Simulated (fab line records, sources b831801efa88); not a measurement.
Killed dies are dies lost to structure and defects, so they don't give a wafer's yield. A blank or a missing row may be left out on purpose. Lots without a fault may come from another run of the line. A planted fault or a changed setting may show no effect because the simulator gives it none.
fab line records | flow sfq_line
record lots=14 wafers=42 last_day=92
route steps=325 shown M0@30 JJ@182 I6@279 I7@307 M8@315
lots that met no fault: from a run of the same line without faults
start_h: hours from the record's first day to the start of the lot's first wafer shown | wait_h: hours since the lot's step before | " the same as in the row above | L1.1+2: a row that stands for several wafers | - no value, or no start given | * or withheld: withheld | < > ~ a bound
route shown NAME@n: a module of which the file shows steps, and the number in the route of the first | usual: mean/standard deviation of fault-free wafers | same: alike in all rows | chamber/n: place in a boat | sites: the reading at each site | _std_site: their standard deviation | _edge_site: outer sites' mean less inner sites' | radius_mm: how far each site lies from the wafer's centre | mask NAME#n: copy n | behind: the tool/chamber that last shaped the wafer | hold: why the lot was held/for how many hours/how that ended | device: the transistor (n, p or np) that didn't switch | end of line: the same wafers' tests at the end of the route | a step without rows: its recipe alone | killed: dies lost to structure and defects at the first sort, not the wafer's yield | map: a wafer's dies, x killed, . not, _ none there
set.NAME: the setting as run; set.NAME@STEP: as run at that earlier step | model.NAME: the simulator's own value behind a step, which no gauge read
steps of the route over a sample of lots; a table a step, a row a wafer
services: from which hour (start_h, from the record's first day; less than 0 if before it) a tool's chamber was out of use, for how many hours, and why
## steps
# step SFQ_M0_RS_MEAS_904
# recipe thk_meas_gauge=four-point-probe reads=Nb_of_TRILAYER_M0_DEP_SPUTTER_019
# usual M0_NB_RS=0.909/0.01
# columns lot.wafer tool chamber start_h wait_h M0_NB_RS[ohm/sq]
L688.1 film_metro-02 - 190.86 0.0 0.896
L688.5 " - " " 0.906
L688.6 " - " " 0.895
L689.1 film_metro-02 - 201.58 0.0 0.915
L689.2 " - " " 0.905
L689.4 " - " " 0.904
L690.3 film_metro-02 - 207.62 0.1 0.917
L690.4 " - " " 0.917
L690.6 " - " " 0.930
L691.1 film_metro-02 - 214.88 0.0 0.905
L691.2 " - " " 0.916
L691.4 " - " " 0.903
L693.1 film_metro-02 - 223.28 0.0 0.902
L693.3 " - " " 0.911
L693.6 " - " " 0.898
L694.2 film_metro-02 - 228.77 0.1 0.923
L694.3 " - " " 0.920
L694.4 " - " " 0.915
L698.2 film_metro-02 - 246.70 0.1 0.884
L698.5 " - " " 0.898
L698.6 " - " " 0.908
L702.1 film_metro-02 - 273.67 0.0 0.914
L702.2 " - " " 0.913
L702.6 " - " " 0.910
L703.1 film_metro-03 - 277.27 0.0 0.901
L703.2 " - " " 0.916
L703.6 " - " " 0.902
L705.2 film_metro-04 - 288.24 0.1 0.915
L705.5 " - " " 0.916
L705.6 " - " " 0.925
L706.1 film_metro-03 - 289.42 0.0 0.917
L706.4 " - " " 0.919
L706.5 " - " " 0.924
L707.2 film_metro-03 - 291.84 0.1 0.905
L707.4 " - " " 0.902
L707.6 " - " " 0.910
L708.1 film_metro-03 - 293.02 0.0 0.903
L708.5 " - " " 0.895
L708.6 " - " " 0.901
L709.1 film_metro-02 - 294.22 0.0 0.894
L709.5 " - " " 0.895
L709.6 " - " " 0.898
# step SFQ_TRILAYER_JJ_TRILAYER_DEP_SPUTTER_112
# recipe material=Nb base_pressure_pa=1.33e-06 chamber_pressure_pa=0.1333 substrate_temp_c=20 target_thk_nm=170 power_w=2000 time_s=109.3
# usual chamber_pressure_pa=0.1333/0.00028 substrate_temp_c=20.01/0.1 throttle_valve_pct=30.6/1.1
# same time_s=109.3
# columns lot.wafer tool chamber start_h wait_h chamber_pressure_pa substrate_temp_c throttle_valve_pct
L688.1 pvd_sputter-06 - 1396.90 0.6 0.13378 20.08 32.5
L688.5 " - " " 0.13346 19.76 32.8
L688.6 " - " " 0.13346 20.09 29.8
L689.1 pvd_sputter-05 - 1400.36 0.5 0.13294 20.21 30.2
L689.2 " - " " 0.13365 20.12 30.8
L689.4 " - " " 0.13289 19.94 29.9
L690.3 pvd_sputter-06 - 1408.79 0.5 0.13345 19.88 30.6
L690.4 " - " " 0.13359 20.09 29.5
L690.6 " - " " 0.13362 20.09 29.6
L691.1 pvd_sputter-05 - 1410.19 0.5 0.13288 20.04 29.6
L691.2 " - " " 0.1338 20.01 30.4
L691.4 " - " " 0.13386 19.77 29.9
L693.1 pvd_sputter-06 - 1419.56 0.5 0.13317 20.04 30.4
L693.3 " - " " 0.13325 19.90 30.2
L693.6 " - " " 0.1334 20.03 32.5
L694.2 pvd_sputter-06 - 1433.96 0.5 0.13339 20.04 29.6
L694.3 " - " " 0.13343 19.97 30.2
L694.4 " - " " 0.13336 19.93 32.3
L698.2 pvd_sputter-03 - 1451.96 0.5 0.13316 19.98 28.9
L698.5 " - " " 0.13328 20.15 30.3
L698.6 " - " " 0.1335 20.22 28.9
L702.1 pvd_sputter-05 - 1478.48 0.5 0.13351 19.80 29.4
L702.2 " - " " 0.13287 20.11 30.0
L702.6 " - " " 0.13326 20.00 30.2
L703.1 pvd_sputter-06 - 1492.88 0.5 0.13372 20.01 30.2
L703.2 " - " " 0.13316 20.01 29.8
L703.6 " - " " 0.13363 20.02 29.9
L705.2 pvd_sputter-06 - 1566.37 0.5 0.13303 20.03 32.8
L705.5 " - " " 0.13364 19.93 30.6
L705.6 " - " " 0.13328 20.01 30.2
L706.1 pvd_sputter-06 - 1573.64 0.5 0.133 19.89 32.9
L706.4 " - " " 0.13329 19.97 30.6
L706.5 " - " " 0.13379 20.13 30.5
L707.2 pvd_sputter-06 - 1583.64 0.5 0.13249 20.05 30.8
L707.4 " - " " 0.13335 19.83 30.4
L707.6 " - " " 0.13329 20.11 30.7
L708.1 pvd_sputter-06 - 1587.24 0.5 0.13296 20.05 33.0
L708.5 " - " " 0.13294 20.20 29.6
L708.6 " - " " 0.13318 20.00 30.3
L709.1 pvd_sputter-06 - 1590.84 0.5 0.13327 20.04 30.8
L709.5 " - " " 0.13311 19.92 30.2
L709.6 " - " " 0.13339 20.01 30.6
# step SFQ_TRILAYER_I6_VIA_STRIP_STRIP_173
# recipe gas=O2 power_w=200 platen_temp_c=40 overash_fraction=0.65 chemistry=O2 pressure_mtorr=50
# usual drypump_motor_current_A=5.8/0.37 oes_product_au=1.002/0.009
# columns lot.wafer tool chamber start_h wait_h drypump_motor_current_A oes_product_au rf_hours_counter_h
L688.1 rie_metal-01 0 1723.06 - 6.1 1.012 67
L688.5 " 1 " " 6.0 1.007 -
L688.6 " 0 " " 6.1 1.000 -
L689.1 rie_metal-04 0 1724.26 - 5.8 1.000 99
L689.2 " 1 " " 6.0 1.000 91
L689.4 " 1 " " 6.0 1.004 -
L690.3 rie_metal-01 0 1725.66 - 6.1 1.011 -
L690.4 " 1 " " 6.0 1.005 -
L690.6 " 0 " " 6.1 1.001 -
L691.1 rie_metal-04 1 1726.66 - 6.0 1.013 91
L691.2 " 0 " " 5.8 1.013 99
L691.4 " 0 " " 5.8 1.009 -
L694.2 rie_metal-01 0 1795.73 - 6.1 1.020 78
L694.3 " 1 " " 6.0 1.018 -
L694.4 " 0 " " 6.1 1.014 -
L693.1 rie_metal-04 1 1796.93 - 6.0 1.007 101
L693.3 " 0 " " 5.8 1.023 -
L693.6 " 0 " " 5.8 1.018 -
L698.2 rie_metal-01 0 1863.38 - 6.1 1.013 87
L698.5 " 0 " " 6.1 1.005 -
L698.6 " 1 " " 6.0 1.006 -
L702.1 rie_metal-02 1 1959.84 - 5.4 0.983 61
L702.2 " 0 " " 5.1 1.003 81
L702.6 " 1 " " 5.4 1.001 -
L703.1 rie_metal-01 0 1992.78 - 6.1 1.002 106
L703.2 " 1 " " 6.0 1.003 35
L703.6 " 0 " " 6.1 0.987 -
L705.2 rie_metal-02 1 2014.78 - 5.4 1.002 69
L705.5 " 1 " " 5.4 0.990 -
L705.6 " 0 " " 5.1 0.991 -
L706.1 rie_metal-01 1 2038.13 - 6.0 1.001 41
L706.4 " 1 " " 6.0 1.003 -
L706.5 " 0 " " 6.1 1.002 -
L707.2 rie_metal-04 1 2042.55 - 6.0 0.992 -
L707.4 " 1 " " 6.0 1.005 -
L707.6 " 1 " " 6.0 0.992 -
L708.1 rie_metal-02 1 2048.47 - 5.3 1.005 71
L708.5 " 1 " " 5.4 0.996 -
L708.6 " 0 " " 5.1 0.987 -
L709.1 rie_metal-01 1 2091.48 - 6.0 1.008 47
L709.5 " 0 " " 6.1 0.995 -
L709.6 " 1 " " 6.0 1.008 -
# step SFQ_TRILAYER_I7_VIA_BARC_OPEN_VIA_ETCH_260
# recipe mask_material=PR chemistry=O2 target_depth_nm=125 target=BARC source_w=500 bias_w=80 pressure_mtorr=30 time_s=41.7
# usual bias_w=80.03/0.23 chamber_pressure_mTorr=30.002/0.027 drypump_motor_current_A=5.9/0.52 oes_product_au=0.685/0.0048 time_s=41.7/0
# columns lot.wafer tool chamber start_h wait_h bias_w chamber_pressure_mTorr drypump_motor_current_A oes_product_au rf_hours_counter_h time_s
L688.1 rie_diel-04 1 1735.48 0.0 80.18 29.961 6.7 0.681 12 41.7
L688.5 " 0 " " 79.95 29.984 5.1 0.677 - 41.7
L688.6 " 3 " " 80.29 29.996 5.9 0.683 - 41.7
L689.1 rie_diel-02 3 1736.68 0.0 79.60 29.962 6.3 0.680 19 41.7
L689.2 " 1 " " 79.81 30.009 5.0 0.689 1 41.7
L689.4 " 3 " " 79.57 30.035 6.3 0.683 - 41.7
L690.3 rie_diel-01 2 1841.30 0.0 79.85 30.020 6.0 0.679 1 41.7
L690.4 " 3 " " 79.92 29.990 5.6 0.684 17 41.7
L690.6 " 2 " " 79.67 29.956 6.0 0.690 - 41.7
L691.1 rie_diel-01 3 1848.08 0.0 79.76 29.966 5.6 0.687 17 41.7
L691.2 " 0 " " 79.97 29.993 5.6 0.688 17 41.7
L691.4 " 2 " " 79.89 29.957 6.0 0.685 2 41.7
L694.2 rie_diel-01 0 1902.83 0.0 80.03 29.984 5.6 0.685 17 41.7
L694.3 " 2 " " 79.90 30.003 6.0 0.683 2 41.7
L694.4 " 1 " " 80.04 29.999 6.3 0.685 16 41.7
L693.1 rie_diel-02 2 1904.21 0.0 80.13 30.012 6.4 0.681 20 41.7
L693.3 " 0 " " 79.79 29.986 6.1 0.678 0 41.7
L693.6 " 1 " " 80.17 29.964 5.0 0.685 - 41.7
L698.2 rie_diel-01 2 1954.53 0.0 79.72 30.010 6.0 0.682 2 41.7
L698.5 " 1 " " 79.95 29.999 6.3 0.685 - 41.7
L698.6 " 0 " " 80.20 30.024 5.6 0.683 - 41.7
L702.1 rie_diel-04 0 1970.85 0.0 - - - - - -
L702.2 " 2 " " - - - - - -
L702.6 " 0 " " - - - - - -
L703.1 rie_diel-02 0 2074.87 0.0 - - - - - -
L703.2 " 2 " " - - - - - -
L703.6 " 1 " " - - - - - -
L705.2 rie_diel-02 2 2100.20 0.0 80.18 30.004 6.4 0.681 4 41.7
L705.5 " 0 " " 80.03 29.984 6.1 0.683 - 41.7
L705.6 " 1 " " 80.23 30.005 5.0 0.694 - 41.7
L706.1 rie_diel-02 0 2120.72 0.0 80.02 29.968 6.1 0.685 5 41.7
L706.4 " 3 " " 80.05 30.020 6.3 0.684 4 41.7
L706.5 " 1 " " 79.99 29.993 5.0 0.689 - 41.7
L707.2 rie_diel-02 0 2129.10 0.0 79.91 29.967 6.0 0.695 5 41.7
L707.4 " 3 " " 79.97 29.969 6.3 0.686 4 41.7
L707.6 " 3 " " 79.84 29.988 6.3 0.690 - 41.7
L708.1 rie_diel-02 3 2134.06 0.0 80.26 30.003 6.3 0.687 4 41.7
L708.5 " 1 " " 80.15 30.006 5.0 0.687 - 41.7
L708.6 " 0 " " 79.89 30.028 6.1 0.690 - 41.7
L709.1 rie_diel-02 1 2212.54 0.0 80.06 29.954 5.0 0.687 8 41.7
L709.5 " 3 " " 80.17 30.039 6.3 0.683 - 41.7
L709.6 " 0 " " 79.68 30.011 6.0 0.688 - 41.7
# step SFQ_TRILAYER_I7_VIA_ETCH_VIA_ETCH_190
# recipe target=SiO2 stop_on=Nb mask_material=PR taper_deg=20 chemistry=CHF3 target_depth_nm=260 source_w=500 bias_w=80 pressure_mtorr=30 time_s=withheld
# usual bias_w=80.01/0.26 chamber_pressure_mTorr=30.003/0.027 drypump_motor_current_A=5.9/0.52 oes_product_au=0.855/0.0049
# columns lot.wafer tool chamber start_h wait_h bias_w chamber_pressure_mTorr drypump_motor_current_A oes_product_au
L688.1 rie_diel-04 1 1735.52 0.0 80.29 30.017 6.7 0.861
L688.5 " 0 " " 80.19 29.964 5.1 0.853
L688.6 " 3 " " 80.37 29.976 5.9 0.856
L689.1 rie_diel-02 3 1736.72 0.0 79.63 29.966 6.3 0.856
L689.2 " 1 " " 80.15 29.967 5.0 0.850
L689.4 " 3 " " 79.77 29.994 6.3 0.855
L690.3 rie_diel-01 2 1841.34 0.0 79.83 29.988 6.0 0.867
L690.4 " 3 " " 80.22 30.003 5.6 0.851
L690.6 " 2 " " 79.42 30.021 6.0 0.851
L691.1 rie_diel-01 3 1848.12 0.0 80.28 30.005 5.6 0.851
L691.2 " 0 " " 79.82 30.017 5.6 0.858
L691.4 " 2 " " 79.97 29.985 6.0 0.859
L694.2 rie_diel-01 0 1902.87 0.0 80.12 30.029 5.6 0.858
L694.3 " 2 " " 80.44 29.993 6.0 0.844
L694.4 " 1 " " 79.91 29.988 6.3 0.851
L693.1 rie_diel-02 2 1904.25 0.0 80.34 29.976 6.4 0.859
L693.3 " 0 " " 80.15 29.985 6.1 0.855
L693.6 " 1 " " 79.99 30.016 5.0 0.852
L698.2 rie_diel-01 2 1954.57 0.0 79.74 29.968 6.0 0.855
L698.5 " 1 " " 79.86 29.979 6.3 0.861
L698.6 " 0 " " 79.87 30.011 5.6 0.859
L702.1 rie_diel-04 0 1970.89 0.0 79.75 30.029 5.1 0.372
L702.2 " 2 " " 80.24 29.952 5.6 0.374
L702.6 " 0 " " 80.06 29.982 5.1 0.373
L703.1 rie_diel-02 0 2074.91 0.0 79.55 30.036 6.1 0.369
L703.2 " 2 " " 79.72 29.990 6.4 0.372
L703.6 " 1 " " 79.87 30.000 5.0 0.380
L705.2 rie_diel-02 2 2100.24 0.0 79.48 30.039 6.3 0.862
L705.5 " 0 " " 79.78 30.008 6.1 0.856
L705.6 " 1 " " 79.76 30.020 5.0 0.846
L706.1 rie_diel-02 0 2120.76 0.0 80.13 30.025 6.1 0.851
L706.4 " 3 " " 80.14 30.023 6.3 0.857
L706.5 " 1 " " 79.87 30.022 5.0 0.851
L707.2 rie_diel-02 0 2129.14 0.0 80.33 30.033 6.1 0.854
L707.4 " 3 " " 80.06 29.974 6.3 0.857
L707.6 " 3 " " 80.66 30.036 6.3 0.855
L708.1 rie_diel-02 3 2134.10 0.0 79.82 30.011 6.3 0.860
L708.5 " 1 " " 80.28 30.002 5.0 0.850
L708.6 " 0 " " 80.44 29.990 6.1 0.849
L709.1 rie_diel-02 1 2212.58 0.0 79.75 29.962 5.0 0.846
L709.5 " 3 " " 79.98 30.011 6.3 0.847
L709.6 " 0 " " 80.22 30.017 6.0 0.854
# step SFQ_TRILAYER_M8_LITHO_EXPOSE_194
# recipe mask_id=M8 na=0.6 source_shape=conventional sigma_outer=0.65 target_cd_nm=2000 dose_mj=14.4
# usual exposure_dose_mJ_cm2=14.401/0.015 focus_offset_nm=0.1/0.62 reticle_temp_C=23.01/0.11 stage_vel_mm_s=500.03/0.26
# columns lot.wafer tool chamber start_h wait_h mask exposure_dose_mJ_cm2 focus_offset_nm reticle_temp_C stage_vel_mm_s
L688.1 krf_scanner-02 0 1842.17 - M8#0 14.415 1.5 23.15 500.15
L688.5 " 0 " " M8#0 14.418 0.1 23.38 499.91
L688.6 " 0 " " M8#0 14.402 0.1 23.15 499.83
L689.1 krf_scanner-01 0 1854.94 - M8#0 14.405 0.9 23.18 499.88
L689.2 " 0 " " M8#0 14.388 0.6 23.13 499.69
L689.4 " 0 " " M8#0 14.410 0.4 23.13 499.76
L690.3 krf_scanner-01 0 1857.74 - M8#0 14.401 0.0 22.94 500.21
L690.4 " 0 " " M8#0 14.415 -0.5 22.88 500.00
L690.6 " 0 " " M8#0 14.418 -0.2 22.93 499.94
L691.1 krf_scanner-01 0 1858.54 - M8#0 14.398 -0.3 22.96 499.82
L691.2 " 0 " " M8#0 14.406 0.0 22.84 500.01
L691.4 " 0 " " M8#0 14.419 -0.4 23.01 499.74
L694.2 krf_scanner-02 0 1915.51 - M8#0 14.431 -0.2 22.90 500.12
L694.3 " 0 " " M8#0 14.411 -0.2 22.98 499.93
L694.4 " 0 " " M8#0 14.409 -1.3 23.08 500.01
L693.1 krf_scanner-02 0 1916.51 - M8#0 14.408 0.8 22.96 500.07
L693.3 " 0 " " M8#0 14.408 0.3 22.96 500.02
L693.6 " 0 " " M8#0 14.414 0.2 23.07 499.87
L698.2 krf_scanner-02 0 1973.12 - M8#0 14.383 0.1 23.10 500.01
L698.5 " 0 " " M8#0 14.391 -0.4 23.04 499.96
L698.6 " 0 " " M8#0 14.406 0.5 22.93 500.02
L702.1 krf_scanner-02 - 1977.72 - M8#0 - - - -
L702.2 " - " " M8#0 - - - -
L702.6 " - " " M8#0 - - - -
L703.1 krf_scanner-02 - 2092.19 - M8#0 - - - -
L703.2 " - " " M8#0 - - - -
L703.6 " - " " M8#0 - - - -
L705.2 krf_scanner-02 0 2102.64 - M8#0 14.406 0.3 23.00 499.49
L705.5 " 0 " " M8#0 14.384 -1.2 22.94 499.93
L705.6 " 0 " " M8#0 14.421 -1.0 22.99 499.81
L706.1 krf_scanner-01 0 2124.19 - M8#0 14.389 -0.6 23.13 500.29
L706.4 " 0 " " M8#0 14.408 -0.4 23.27 500.22
L706.5 " 0 " " M8#0 14.385 -0.8 23.13 500.27
L707.2 krf_scanner-01 0 2131.52 - M8#0 14.374 1.2 23.21 499.92
L707.4 " 0 " " M8#0 14.384 0.5 23.05 500.35
L707.6 " 0 " " M8#0 14.394 0.5 23.09 500.25
L708.1 krf_scanner-01 0 2136.29 - M8#0 14.374 0.8 22.91 500.57
L708.5 " 0 " " M8#0 14.383 -0.5 23.17 500.26
L708.6 " 0 " " M8#0 14.405 0.2 23.14 500.27
L709.1 krf_scanner-01 0 2216.71 - M8#0 14.403 0.3 22.99 499.85
L709.5 " 0 " " M8#0 14.397 -0.1 23.03 499.95
L709.6 " 0 " " M8#0 14.405 0.1 23.11 499.90
## services
# columns tool chamber start_h hours kind
pvd_sputter-06 - 1400.08 5.7 repair
rie_diel-01 3 1407.55 22.8 repair
rie_diel-02 3 1431.81 4.9 repair
rie_diel-01 - 1443.90 2.8 pm
rie_diel-02 3 1489.46 6.4 repair
rie_diel-02 2 1512.45 1.7 repair
rie_diel-02 1 1521.05 23.7 repair
rie_diel-01 3 1530.37 10.0 repair
pvd_sputter-06 - 1531.43 1.0 repair
rie_diel-02 2 1584.18 8.3 repair
rie_diel-02 3 1584.28 3.2 repair
rie_diel-01 2 1593.34 8.6 repair
rie_diel-02 3 1639.41 3.1 repair
pvd_sputter-06 - 1711.01 2.8 repair
rie_diel-02 0 1711.31 38.1 repair
rie_diel-02 2 1754.04 10.1 repair
pvd_sputter-06 - 1757.93 2.2 repair
rie_diel-02 2 1775.44 13.8 repair
pvd_sputter-06 - 1807.11 9.8 repair
pvd_sputter-06 - 1841.67 6.0 repair
rie_diel-02 - 1880.47 0.4 repair
pvd_sputter-06 - 1890.81 4.4 repair
rie_diel-02 - 2007.18 2.8 pm
rie_diel-02 - 2163.61 0.1 repair
## key
first_sign step=SFQ_TRILAYER_I7_VIA_BARC_OPEN_VIA_ETCH_260 reading=tool_record direction=missing
effect step=SFQ_TRILAYER_I7_VIA_ETCH_VIA_ETCH_190 reading=oes_product_au direction=down sigmas=97 usual=0.855 struck=0.373
effect step=SFQ_TRILAYER_M8_LITHO_EXPOSE_194 reading=tool_record direction=missing
met_at SFQ_TRILAYER_I7_VIA_BARC_OPEN_VIA_ETCH_260
struck_lots L702,L703
not_acting_at SFQ_M0_RS_MEAS_904,SFQ_TRILAYER_JJ_TRILAYER_DEP_SPUTTER_112,SFQ_TRILAYER_I6_VIA_STRIP_STRIP_173
onset_between 1904.21 1970.85
fault kind=skipped_step_whole tool=rie_diel-02,rie_diel-04 chamber=- onset_h=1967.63 steps=SFQ_TRILAYER_I7_VIA_BARC_OPEN_VIA_ETCH_260 scope=struck_lots_only
